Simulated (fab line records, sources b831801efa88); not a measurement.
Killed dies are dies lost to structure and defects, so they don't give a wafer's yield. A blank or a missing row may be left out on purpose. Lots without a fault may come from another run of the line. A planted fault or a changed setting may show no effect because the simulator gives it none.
A struck lot beside a sound one | flow gf180mcu | 37 steps out of a route of 602
Sound: wafers L426.2, L426.3, L426.6. Struck: wafers L423.2, L423.5. (L423.1 of the same lot was not struck and is left out.) The cause comes at the end.
At each step with rows: each side's tool, then ch and its chambers, then its first start. Under that, the readings that differ: sound wafers | struck wafers | difference of the means | sigmas: that difference in standard deviations of wafers without a fault.
alike: readings whose means differ by less than 2 such deviations, and words and numbers that are the same on both sides. not compared: withheld readings, readings that some wafer has no value for, bounds like >300 that may hide the same value, and numbers for which the record gives no deviation and whose values overlap.
The two part at a step that has a row with sigmas, a row that says differs or no value, or rows on one side only. Numbers that don't overlap but have no deviation are shown without sigmas and don't part them. A reading that every wafer of one side lacks parts them only if that side has two wafers or more.

first, 2 steps without rows for these wafers: GF_M1_PEB_12 (peb time 90 s); GF_M1_DEVELOP_13 (develop time 60 s).
GF_M1_CD_MEAS_14: target cd 230 nm.
  sound on cd_sem-02, day 24 14:28; struck on cd_sem-02, day 23 17:10
  reading    | sound             | struck      | difference | sigmas
  cd_nm (nm) | 230.0 230.1 229.8 | 239.0 239.0 | +9.0       | +9
GF_M1_OVL_MEAS_15:
  sound on overlay-01, day 24 14:35; struck on overlay-02, day 23 17:17
  alike: M1_OVL
GF_M1_METAL_ETCH_16: etches the open film in Cl2/BCl3, stops on SiO2, target depth 627.5 nm, time 104.6 s.
  sound on rie_metal-01 ch 0,1, day 24 14:37; struck on rie_metal-04 ch 0,1, day 23 17:20
  alike: drypump_motor_current_A, mfc_cl2_sccm, oes_product_au, throttle_valve_pct
  not compared: rf_hours_counter_h
then, 4 steps without rows for these wafers: GF_M1_STRIP_17 (strips in O2/N2); GF_M1_STRIP_18 (strips in post etch residue remover, time 1200 s); GF_M1_CLEAN_19 (cleans in DIW); GF_V1_CVD_00 (deposits SiO2, target thk 600 nm, time 100 s).
GF_V1_THK_MEAS_01:
  sound on film_metro-04, day 24 15:20; struck on film_metro-02, day 23 18:03
  alike: V1_CVD_00_THK
GF_V1_CVD_02: deposits SiO2 from TEOS, target thk 850 nm, time 94.851 s.
  sound on pecvd-01 ch 0,1, day 24 15:23; struck on pecvd-01 ch 1, day 23 18:07
  alike: heater_power_w
GF_V1_THK_MEAS_03:
  sound on film_metro-01, day 24 15:28; struck on film_metro-01, day 23 18:11
  alike: V1_CVD_02_THK
GF_V1_CMP_04: polishes SiO2.
  sound on cmp-02 ch 1,2,3, day 24 15:37; struck on cmp-01 ch 0, day 23 18:14
  reading                             | sound             | struck      | difference | sigmas
  time_to_endpoint_s (s)              | 83 83 85          | 20 25       | -61        | -14
  model.SiO2_of_V1_CVD_02.thk_nm (nm) | 632.6 631.8 629.7 | 790.3 788.9 | +158.2     |
  alike: motor_current_A
GF_V1_BOW_MEAS_05:
  sound on film_metro-02, day 24 15:50; struck on film_metro-04, day 23 18:32
  alike: V1_BOW
then, 8 steps without rows for these wafers: GF_V1_DEHYDRATE_06 (time 60 s); GF_V1_HMDS_07 (prime time 60 s); GF_V1_COAT_08; GF_V1_COAT_09 (resist thk 982 nm); GF_V1_SOFTBAKE_10 (time 60 s); GF_V1_EXPOSE_11 (exposes mask Via1, target cd 260 nm); GF_V1_PEB_12 (peb time 90 s); GF_V1_DEVELOP_13 (develop time 60 s).
GF_V1_CD_MEAS_14: target cd 260 nm.
  sound on cd_sem-02, day 25 12:38; struck on cd_sem-01, day 24 16:27
  alike: cd_nm
GF_V1_OVL_MEAS_15:
  sound on overlay-02, day 25 12:44; struck on overlay-02, day 24 16:34
  alike: V1_OVL
GF_V1_ETCH_16: etches BARC in N2/H2.
  sound on rie_diel-04 ch 0,2,3, day 25 12:46; struck on rie_diel-01 ch 1,2, day 24 16:37
  alike: drypump_motor_current_A, oes_product_au, throttle_valve_pct
GF_V1_ETCH_17: etches SiO2 in C4F8/O2/Ar, stops on TiN, target depth 630 nm.
  sound on rie_diel-04 ch 0,2,3; struck on rie_diel-01 ch 1,2
  reading                        | sound             | struck      | difference | sigmas
  oes_product_au (a.u.)          | 0.855 0.857 0.850 | 0.977 0.973 | +0.121     | +26
  model.etch.depth_nm (nm)       | 632.6 631.8 629.7 | 790.3 788.9 | +158.2     |
  model.V1.feature_depth_nm (nm) | 632.6 631.8 629.7 | 790.3 788.9 | +158.2     |
then, 3 steps without rows for these wafers: GF_V1_STRIP_18 (strips in O2/N2); GF_V1_STRIP_19 (strips in post etch residue remover, time 1200 s); GF_V1_CLEAN_20 (cleans in DIW).
GF_V1_SPUTTER_21: material Ti, target thk 15 nm, time 80.02 s.
  sound on pvd_sputter-04, day 25 13:26; struck on pvd_sputter-04, day 24 17:17
  alike: throttle_valve_pct
then, 1 step without rows for these wafers: GF_V1_SPUTTER_22 (material TiN, target thk 10 nm, time 40 s).
GF_V1_CVD_23: deposits W, target thk 350 nm, time 105.05 s.
  sound on cvd_w-02 ch 0,1, day 25 13:32; struck on cvd_w-01 ch 1, day 24 17:23
  alike: heater_power_w
GF_V1_RS_MEAS_24: measures by four-point-probe.
  sound on film_metro-01, day 25 13:40; struck on film_metro-02, day 24 17:29
  alike: V1_W_RS
GF_V1_THK_MEAS_25: measures by xrf.
  sound on film_metro-01, day 25 13:47; struck on film_metro-02, day 24 17:37
  alike: V1_W_THK
GF_V1_CMP_26: polishes, stops on SiO2, t overpolish 15 s, target thk 0 nm.
  sound on cmp-01 ch 1,3, day 25 13:53; struck on cmp-02 ch 1, day 24 17:40
  reading                             | sound           | struck      | difference | sigmas
  model.SiO2_of_V1_CVD_02.thk_nm (nm) | 628.8 628 625.9 | 786.5 785.2 | +158.3     |
  alike: motor_current_A
then, 1 step without rows for these wafers: GF_M2_SPUTTER_00 (material Ti, target thk 37.5 nm, time 150 s).
-- the record jumps here: 9 days lie between the struck wafers' starts before and after (it left off in module M2 and takes up again in module PASSIVATION, whose first step shown is number 602 of the route) --
GF_PASSIVATION_PROBE_99:
  sound on prober-02, day 34 12:55; struck on prober-01, day 34 00:08
  reading                               | sound                | struck        | difference | sigmas
  model.etest.met1.width_nm (nm)        | 226.1 227.9 226      | 238.2 239.9   | +12.4      |
  model.etest.via1_chain.rc_ohm         | 6.138 6.321 6.559    | 10.58 7.527   | +2.71      |
  model.etest.met2_comb.leak_log10_a_um | -11.93 -11.96 -12.12 | -11.55 -11.85 | +0.30      |
  model.etest.met1.line_ohm_um          | 0.3127 0.3139 0.3164 | 0.3051 0.3019 | -0.0108    |

WHERE THEY PART
First at GF_M1_CD_MEAS_14; last, within this record, at GF_V1_ETCH_17. Later steps at which nothing parts them and some readings are alike: GF_V1_SPUTTER_21, GF_V1_CVD_23, GF_V1_RS_MEAS_24, GF_V1_THK_MEAS_25, GF_V1_CMP_26.

WHY: what the simulator had put in
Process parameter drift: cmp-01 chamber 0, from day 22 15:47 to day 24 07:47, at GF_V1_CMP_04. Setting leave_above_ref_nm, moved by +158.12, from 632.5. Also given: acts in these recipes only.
